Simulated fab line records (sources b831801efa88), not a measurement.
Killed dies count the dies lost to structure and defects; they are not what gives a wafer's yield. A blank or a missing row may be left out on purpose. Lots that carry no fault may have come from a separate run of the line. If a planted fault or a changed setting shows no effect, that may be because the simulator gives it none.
Tool commonality check | flow sky130 | 13 lots and 39 wafers in the sample

## WHY IT WAS OPENED
4 of 13 lots carry a flag on the reading VT_ADJUST_HVTP_OVL at SKY_VT_ADJUST_HVTP_OVL_MEAS_08. Fault-free wafers read 0.6 nm, with a standard deviation of 1.4.
Rule: a lot gets a flag if all its wafers with a number sit over 4 standard deviations from that mean, or if no wafer of it has a number. The rest of the lots are taken to be sound.

lot  | measured     | on         | VT_ADJUST_HVTP_OVL (nm), wafer by wafer | flag
L618 | day 6 00:42  | overlay-02 | -0.3 2.7 1.1                            | 
L619 | day 6 06:04  | overlay-02 | -2.6 -2.1 -0.7                          | 
L620 | day 6 16:08  | overlay-01 | 2.3 -0.9 1.5                            | 
L622 | day 7 03:54  | overlay-01 | 4.1 2.5 3.4                             | 
L625 | day 7 21:05  | overlay-01 | -0.2 -0.9 0.6                           | 
L626 | day 8 02:06  | overlay-02 | -0.5 -1.5 0.6                           | 
L628 | day 8 17:52  | overlay-02 | -84.0 -84.2 -84.7                       | FLAGGED
L632 | day 9 20:48  | overlay-01 | -81.6 -83.5 -84.5                       | FLAGGED
L633 | day 9 23:15  | overlay-02 | -85.0 -84.0 -83.8                       | FLAGGED
L634 | day 10 06:48 | overlay-02 | -85.6 -83.7 -86.2                       | FLAGGED
L635 | day 10 15:09 | overlay-02 | -0.3 -0.2 0.2                           | 
L637 | day 11 10:47 | overlay-01 | -0.3 0.3 0.4                            | 
L638 | day 11 11:30 | overlay-01 | 0.3 0.3 0.7                             | 
The numbers of the flagged lots are -84.2 nm on average: -84.8 nm against the usual, or -61 standard deviations.

## LOT BY LOT: THE TOOL USED
Before the reading, the record contains 2 process steps out of a 708-step route. Every cell lists first the tool, next ch and the chambers used by the sampled wafers, and last the start.
lot  | flag    | SKY_FIELD_ISO_CMP_27         | SKY_VT_ADJUST_HVTP_EXPOSE_04
L618 |         | cmp-01 ch 1,2,3, day 2 10:11 | ilineStepper-01 ch 0, day 5 15:57
L619 |         | cmp-01 ch 1,2,3, day 2 14:30 | ilineStepper-01 ch 0, day 5 19:56
L620 |         | cmp-02 ch 1,2,3, day 2 19:53 | ilineStepper-02 ch 0, day 6 06:59
L622 |         | cmp-02 ch 0,1,3, day 3 07:32 | ilineStepper-02 ch 0, day 6 17:53
L625 |         | cmp-01 ch 0,2,3, day 3 22:12 | ilineStepper-01 ch 0, day 7 11:09
L626 |         | cmp-01 ch 0,2,3, day 4 02:40 | ilineStepper-02 ch 0, day 7 16:01
L628 | FLAGGED | cmp-01 ch 0,2,3, day 4 12:50 | ilineStepper-02 ch 0, day 8 06:56
L632 | FLAGGED | cmp-02 ch 0,2,3, day 5 10:33 | ilineStepper-02 ch 0, day 9 09:16
L633 | FLAGGED | cmp-02 ch 0,2,3, day 5 14:46 | ilineStepper-02 ch 0, day 9 12:19
L634 | FLAGGED | cmp-01 ch 0,1,3, day 5 19:05 | ilineStepper-02 ch 0, day 9 20:02
L635 |         | cmp-02 ch 0,1,3, day 6 03:42 | ilineStepper-01 ch 0, day 10 04:01
L637 |         | cmp-01 ch 1,2,3, day 6 19:20 | ilineStepper-01 ch 0, day 10 23:30
L638 |         | cmp-02 ch 1,2,3, day 6 19:20 | ilineStepper-01 ch 0, day 11 00:01
What is done by these steps:
- SKY_FIELD_ISO_CMP_27: polishes, stops on Si3N4, t overpolish 16 s, target thk 457.8 nm.
- SKY_VT_ADJUST_HVTP_EXPOSE_04: exposes mask HVTPM, target cd 380 nm.
- SKY_VT_ADJUST_HVTP_OVL_MEAS_08

## FLAGGED OVER TOTAL, TOOL BY TOOL (the gauges that took the reading come last)
step                           | tool            | lots run | flagged | share of the flagged lots | sound lots run after its first flagged lot
SKY_FIELD_ISO_CMP_27           | cmp-01          | 7        | 2       | some                      | 1 (L637)
SKY_FIELD_ISO_CMP_27           | cmp-02          | 6        | 2       | some                      | 2 (L635,L638)
SKY_VT_ADJUST_HVTP_EXPOSE_04   | ilineStepper-01 | 6        | 0       | none                      | -
SKY_VT_ADJUST_HVTP_EXPOSE_04   | ilineStepper-02 | 7        | 4       | all                       | 0
SKY_VT_ADJUST_HVTP_OVL_MEAS_08 | overlay-01      | 6        | 1       | some                      | 2 (L637,L638)
SKY_VT_ADJUST_HVTP_OVL_MEAS_08 | overlay-02      | 7        | 3       | some                      | 1 (L635)

## WHAT THE TABLE PERMITS
1 row of the table ran every flagged lot: ilineStepper-02 at SKY_VT_ADJUST_HVTP_EXPOSE_04.
- ilineStepper-02 at SKY_VT_ADJUST_HVTP_EXPOSE_04: 4 of its 7 lots flagged. Its last sound lot is L626 (day 7 16:01), its first flagged lot L628 (day 8 06:56): a fault that began between those two fits.
What remains is a single tool, ilineStepper-02 at SKY_VT_ADJUST_HVTP_EXPOSE_04.

## WHAT THE SIMULATOR HAD PUT IN
Scanner matching overlay: ilineStepper-02, from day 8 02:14 on, at SKY_VT_ADJUST_HVTP_EXPOSE_04. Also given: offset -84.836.
Struck lots among those shown: L628, L632, L633, L634. The rule above found the same.
